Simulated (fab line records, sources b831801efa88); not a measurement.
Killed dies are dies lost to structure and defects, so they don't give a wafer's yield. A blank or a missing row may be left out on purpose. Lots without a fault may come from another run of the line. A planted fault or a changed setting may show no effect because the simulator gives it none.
Which tool did it? | flow gf180mcu | 24 lots, 72 wafers sampled, at 5 steps of a route of 602

WHAT THE GAUGES READ, wafer by wafer
GF_V2_RS_MEAS_24: measures by four-point-probe.
lot  | measured     | on            | V2_W_RS (ohm/sq)
L074 | day 20 06:50 | film_metro-02 | 0.323 0.331 0.323
L075 | day 20 20:25 | film_metro-04 | 0.323 0.329 0.326
L076 | day 21 07:07 | film_metro-04 | 0.327 0.322 0.328
L077 | day 21 12:34 | film_metro-01 | 0.330 0.334 0.332
L078 | day 21 18:40 | film_metro-02 | 0.330 0.336 0.333
L079 | day 22 03:58 | film_metro-04 | 0.334 0.332 0.329
L080 | day 22 14:49 | film_metro-02 | 0.320 0.326 0.326
L081 | day 22 18:32 | film_metro-04 | 0.332 0.330 0.333
L082 | day 23 08:07 | film_metro-04 | 0.324 0.322 0.324
L083 | day 23 14:59 | film_metro-04 | 0.332 0.327 0.325
L084 | day 24 01:17 | film_metro-04 | 0.320 0.320 0.320
L085 | day 24 07:16 | film_metro-01 | 0.325 0.319 0.319
L086 | day 24 22:49 | film_metro-01 | 0.324 0.317 0.321
L087 | day 25 02:13 | film_metro-04 | 0.322 0.327 0.330
L088 | day 25 09:01 | film_metro-01 | 0.332 0.324 0.328
L089 | day 25 17:05 | film_metro-02 | 0.332 0.321 0.323
L090 | day 25 22:50 | film_metro-02 | 0.327 0.328 0.331
L091 | day 26 08:20 | film_metro-01 | 0.324 0.324 0.332
L092 | day 26 14:12 | film_metro-01 | 0.332 0.329 0.335
L093 | day 26 23:24 | film_metro-01 | 0.334 0.327 0.332
L094 | day 27 06:46 | film_metro-02 | 0.330 0.323 0.331
L095 | day 27 14:10 | film_metro-02 | 0.324 0.331 0.323
L096 | day 27 16:04 | film_metro-02 | 0.322 0.329 0.329
L097 | day 28 00:11 | film_metro-02 | 0.325 0.331 0.326

GF_MIM_THK_MEAS_11: measures by xrf.
lot  | measured     | on            | MIM_ALCU_THK (nm)
L074 | day 24 11:51 | film_metro-02 | 203.8 201.3 203.3
L075 | day 25 00:55 | film_metro-02 | 198.4 203.1 202.2
L076 | day 25 09:29 | film_metro-01 | 201.4 200.5 202.4
L077 | day 25 12:32 | film_metro-01 | 205.7 204.7 202.3
L078 | day 25 18:28 | film_metro-03 | 200.7 203.8 203.9
L079 | day 26 03:51 | film_metro-02 | 203.1 205.4 204.4
L080 | day 26 14:13 | film_metro-02 | 207.4 206.8 206.1
L081 | day 26 16:06 | film_metro-03 | 201.1 198.8 199.0
L082 | day 27 06:19 | film_metro-02 | 206.0 202.9 202.8
L083 | day 27 11:31 | film_metro-03 | 202.5 205.9 203.3
L084 | day 27 20:53 | film_metro-01 | 198.2 198.8 201.5
L085 | day 28 02:08 | film_metro-02 | 206.3 202.9 205.5
L086 | day 28 14:43 | film_metro-03 | 204.1 204.4 201.3
L087 | day 28 20:16 | film_metro-02 | 203.0 200.7 203.6
L088 | day 29 02:11 | film_metro-01 | 199.6 203.8 201.3
L089 | day 29 08:41 | film_metro-02 | 202.6 198.7 200.1
L090 | day 29 14:55 | film_metro-01 | 203.0 202.9 199.4
L091 | day 29 22:55 | film_metro-03 | 202.1 201.9 200.0
L092 | day 30 04:09 | film_metro-02 | 200.9 202.7 203.3
L093 | day 30 12:25 | film_metro-03 | 205.7 202.0 204.0
L094 | day 30 19:03 | film_metro-01 | 201.5 197.1 201.5
L095 | day 31 01:52 | film_metro-02 | 204.2 203.2 204.1
L096 | day 31 03:05 | film_metro-02 | 201.2 200.2 201.4
L097 | day 31 10:37 | film_metro-01 | 210.1 205.9 207.3

WHICH TOOL RAN EACH LOT (tool, then ch and the chambers of the sampled wafers, then the start)
lot  | GF_V1_CMP_26                  | GF_V2_ETCH_16                      | GF_V3_SPUTTER_21
L074 | cmp-02 ch 0,1,2, day 18 04:35 | rie_diel-01 ch 0,1,2, day 20 05:54 | pvd_sputter-02, day 22 09:31
L075 | cmp-01 ch 0,1, day 18 16:48   | rie_diel-03 ch 1,2, day 20 19:30   | pvd_sputter-04, day 22 22:31
L076 | cmp-01 ch 1,2, day 19 03:26   | rie_diel-01 ch 0,1,3, day 21 06:15 | pvd_sputter-01, day 23 08:31
L077 | cmp-01 ch 0,2,3, day 19 08:14 | rie_diel-03 ch 2,3, day 21 11:41   | pvd_sputter-02, day 23 12:43
L078 | cmp-01 ch 0,1,3, day 19 14:46 | rie_diel-02 ch 0,1,2, day 21 17:44 | pvd_sputter-01, day 23 19:05
L079 | cmp-01 ch 0,1,3, day 20 01:02 | rie_diel-01 ch 0,1,2, day 22 03:05 | pvd_sputter-02, day 24 04:55
L080 | cmp-02 ch 0,1,3, day 20 12:25 | rie_diel-03 ch 0,2,3, day 22 13:54 | pvd_sputter-02, day 24 15:52
L081 | cmp-02 ch 0,3, day 20 16:09   | rie_diel-02 ch 1,2,3, day 22 17:39 | pvd_sputter-04, day 24 17:31
L082 | cmp-02 ch 1,2, day 21 06:33   | rie_diel-02 ch 1,2,3, day 23 07:12 | pvd_sputter-02, day 25 07:58
L083 | cmp-01 ch 1,2,3, day 21 13:41 | rie_diel-02 ch 1,3, day 23 14:06   | pvd_sputter-02, day 25 13:43
L084 | cmp-02 ch 0,2, day 22 01:05   | rie_diel-02 ch 0,1,3, day 24 00:25 | pvd_sputter-02, day 25 23:07
L085 | cmp-01 ch 0,1,3, day 22 07:37 | rie_diel-03 ch 0,1, day 24 06:23   | pvd_sputter-01, day 26 04:43
L086 | cmp-02 ch 0,1, day 22 22:46   | rie_diel-03 ch 0,2,3, day 24 21:47 | pvd_sputter-02, day 26 19:39
L087 | cmp-02 ch 0,2,3, day 23 02:02 | rie_diel-01 ch 1,2, day 25 00:56   | pvd_sputter-02, day 26 23:16
L088 | cmp-02 ch 0,1,2, day 23 09:15 | rie_diel-03 ch 0,2,3, day 25 08:08 | pvd_sputter-04, day 27 05:34
L089 | cmp-02 ch 2,3, day 23 18:31   | rie_diel-02 ch 0,1,3, day 25 16:12 | pvd_sputter-02, day 27 13:23
L090 | cmp-02 ch 0,1,2, day 24 01:04 | rie_diel-01 ch 0,2,3, day 25 21:54 | pvd_sputter-04, day 27 19:25
L091 | cmp-01 ch 1,2, day 24 09:51   | rie_diel-01 ch 1,2, day 26 07:23   | pvd_sputter-02, day 28 03:01
L092 | cmp-02 ch 2,3, day 24 16:53   | rie_diel-03 ch 0,2, day 26 13:16   | pvd_sputter-01, day 28 09:09
L093 | cmp-02 ch 0,1,2, day 25 02:44 | rie_diel-01 ch 0,2,3, day 26 22:29 | pvd_sputter-01, day 28 17:57
L094 | cmp-02 ch 0,2,3, day 25 10:17 | rie_diel-02 ch 0,2, day 27 05:50   | pvd_sputter-02, day 29 01:40
L095 | cmp-01 ch 0,3, day 25 17:55   | rie_diel-02 ch 0,1,3, day 27 13:12 | pvd_sputter-02, day 29 08:20
L096 | cmp-02 ch 0,1,2, day 25 20:29 | rie_diel-01 ch 0,1,3, day 27 15:08 | pvd_sputter-02, day 29 09:49
L097 | cmp-02 ch 1,2, day 26 04:30   | rie_diel-02 ch 0,1,2, day 27 23:17 | pvd_sputter-02, day 29 17:37
- GF_V1_CMP_26: polishes, stops on SiO2, t overpolish 15 s, target thk 0 nm.
- GF_V2_ETCH_16: etches BARC in N2/H2.
- GF_V3_SPUTTER_21: material Ti, target thk 15 nm, time 80.02 s.

WHAT THE TOOLS THEMSELVES READ (means of the sampled wafers that have a number; where no wafer has one, the mark that the record gives instead)
GF_V1_CMP_26.
lot  | tool   | motor_current_A (A) | overpolish_run_s (s) | time_to_endpoint_s (s)
L074 | cmp-02 | 11.5                | 15.000               | 81
L075 | cmp-01 | 11.1                | 15.001               | 80
L076 | cmp-01 | 11.9                | 14.990               | 83
L077 | cmp-01 | 10.9                | 15.003               | 82
L078 | cmp-01 | 10.7                | 15.009               | 86
L079 | cmp-01 | 10.6                | 14.998               | 81
L080 | cmp-02 | 11.7                | 14.996               | 84
L081 | cmp-02 | 11.6                | 14.994               | 85
L082 | cmp-02 | 11.9                | 15.004               | 80
L083 | cmp-01 | 11.3                | 15.006               | 82
L084 | cmp-02 | 10.0                | 15.002               | 76
L085 | cmp-01 | 10.9                | 15.009               | 81
L086 | cmp-02 | 12.8                | 14.991               | 83
L087 | cmp-02 | 11.3                | 14.993               | 86
L088 | cmp-02 | 11.1                | 14.988               | 82
L089 | cmp-02 | 11.8                | 14.998               | 84
L090 | cmp-02 | 11.3                | 14.997               | 86
L091 | cmp-01 | 12.2                | 14.996               | 81
L092 | cmp-02 | 12.1                | 15.003               | 88
L093 | cmp-02 | 11.4                | 15.007               | 83
L094 | cmp-02 | 11.0                | 14.997               | 82
L095 | cmp-01 | 10.1                | 14.997               | 84
L096 | cmp-02 | 11.5                | 14.999               | 82
L097 | cmp-02 | 12.7                | 15.004               | 85

GF_V2_ETCH_16.
lot  | tool        | drypump_motor_current_A (A) | oes_product_au (a.u.) | throttle_valve_pct (%)
L074 | rie_diel-01 | 5.5                         | 0.857                 | 13.224
L075 | rie_diel-03 | 5.1                         | 0.856                 | 13.224
L076 | rie_diel-01 | 5.9                         | 0.850                 | 13.228
L077 | rie_diel-03 | 4.9                         | 0.853                 | 13.221
L078 | rie_diel-02 | 5.7                         | 0.853                 | 13.232
L079 | rie_diel-01 | 5.6                         | 0.856                 | 13.216
L080 | rie_diel-03 | 5.4                         | 0.859                 | 13.229
L081 | rie_diel-02 | 6.0                         | 0.855                 | 13.223
L082 | rie_diel-02 | 6.0                         | 0.855                 | 13.228
L083 | rie_diel-02 | 6.0                         | 0.854                 | 13.217
L084 | rie_diel-02 | 5.8                         | 0.851                 | 13.223
L085 | rie_diel-03 | 5.6                         | 0.857                 | 13.223
L086 | rie_diel-03 | 5.4                         | 0.851                 | 13.221
L087 | rie_diel-01 | 5.5                         | 0.859                 | 13.224
L088 | rie_diel-03 | 5.4                         | 0.850                 | 13.232
L089 | rie_diel-02 | 5.7                         | 0.853                 | 13.226
L090 | rie_diel-01 | 6.1                         | 0.855                 | 13.233
L091 | rie_diel-01 | 5.5                         | 0.855                 | 13.232
L092 | rie_diel-03 | 5.2                         | 0.853                 | 13.223
L093 | rie_diel-01 | 6.1                         | 0.858                 | 13.224
L094 | rie_diel-02 | 5.8                         | 0.851                 | 13.228
L095 | rie_diel-02 | 5.8                         | 0.858                 | 13.229
L096 | rie_diel-01 | 5.8                         | 0.856                 | 13.224
L097 | rie_diel-02 | 5.7                         | 0.853                 | 13.219

GF_V3_SPUTTER_21.
lot  | tool           | throttle_valve_pct (%)
L074 | pvd_sputter-02 | 30.6
L075 | pvd_sputter-04 | 29.9
L076 | pvd_sputter-01 | 29.5
L077 | pvd_sputter-02 | 29.8
L078 | pvd_sputter-01 | 29.6
L079 | pvd_sputter-02 | 30.6
L080 | pvd_sputter-02 | 30.6
L081 | pvd_sputter-04 | 29.7
L082 | pvd_sputter-02 | 29.7
L083 | pvd_sputter-02 | 31.9
L084 | pvd_sputter-02 | 31.4
L085 | pvd_sputter-01 | 30.5
L086 | pvd_sputter-02 | 30.6
L087 | pvd_sputter-02 | 30.4
L088 | pvd_sputter-04 | 30.2
L089 | pvd_sputter-02 | 31.6
L090 | pvd_sputter-04 | 29.6
L091 | pvd_sputter-02 | 29.7
L092 | pvd_sputter-01 | 29.4
L093 | pvd_sputter-01 | 30.6
L094 | pvd_sputter-02 | 30.5
L095 | pvd_sputter-02 | 30.9
L096 | pvd_sputter-02 | 30.5
L097 | pvd_sputter-02 | 29.7

THE ANSWER, worked out from the rows above alone
Rule: what is usual is taken from the lots themselves. Put in order of their means at a reading, lots are off if they are a third of the lots or fewer, leave a main group of 4 or more, and stand apart from it by a gap of 3 or more times the standard deviation of the main group's means; of several such gaps the widest counts. A main group whose means are all the same, to the digits that the tables above print for the reading, isn't used. A lot without any number at a reading at which 4 lots or more have one is off too. The other lots that the step has rows for count as sound. The gauges are gone through in route order, then the tools' own readings, and for those a lot's mean is taken as printed above. The first step at which some lot is off is used, and at that step the reading that is off furthest; a lot without a number counts as furthest.
No lot is off at any reading shown: from this, nothing can be told.

WHAT THE SIMULATOR HAD PUT IN
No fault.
